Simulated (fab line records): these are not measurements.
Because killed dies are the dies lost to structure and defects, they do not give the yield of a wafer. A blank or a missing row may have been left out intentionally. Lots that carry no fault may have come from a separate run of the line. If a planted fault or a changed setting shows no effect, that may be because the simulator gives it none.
Chamber matching + flow gf180mcu + GF_V2_CVD_02 on pecvd-03: 3 sister chambers
The step deposits SiO2 from TEOS, target thk 850 nm, time 94.851 s. 3 wafers are shown with their chamber, then 7 later ones without.

EACH WAFER AND ITS CHAMBER
| wafer  | chamber | heaterPowerW (W) |
|--------|---------|------------------|
| L080.1 | 1       | 649              |
| L083.1 | 0       | 764              |
| L089.5 | 2       | 652              |

WAFERS MISSING THEIR CHAMBER
| wafer  | heaterPowerW (W) |
|--------|------------------|
| L089.6 | 741              |
| L090.2 | 610              |
| L090.3 | 618              |
| L090.4 | 654              |
| L091.2 | 683              |
| L091.3 | 645              |
| L091.6 | 706              |

EACH ONE'S CHAMBER
| wafer  | from the rows above          | in truth |
|--------|------------------------------|----------|
| L089.6 | 0                            | 0        |
| L090.2 | can't be placed: 1 or 2      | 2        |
| L090.3 | can't be placed: 1 or 2      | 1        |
| L090.4 | can't be placed: 2 or 1      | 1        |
| L091.2 | can't be placed: 2 or 1 or 0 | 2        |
| L091.3 | can't be placed: 1 or 2      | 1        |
| L091.6 | can't be placed: 2 or 1 or 0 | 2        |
Correctly placed: 1 of 7. These rows do not allow placing 6 (true chamber among the candidates in 6). Number placed wrongly: 0.
How it was worked out, from the rows above alone: a wafer's distance from a chamber is the root of the sum, over the readings, of the square of ((its reading less the chamber's mean) divided by the reading's scatter). If the next closest chamber is less than 2 further off than the closest, the wafer can't be placed; otherwise it belongs to the closest. For every chamber, the mean is computed from those of its wafers that are shown. The scatter: with one shown wafer a chamber, the root of the mean of the squares of how far each hidden wafer lies from its nearest shown one.
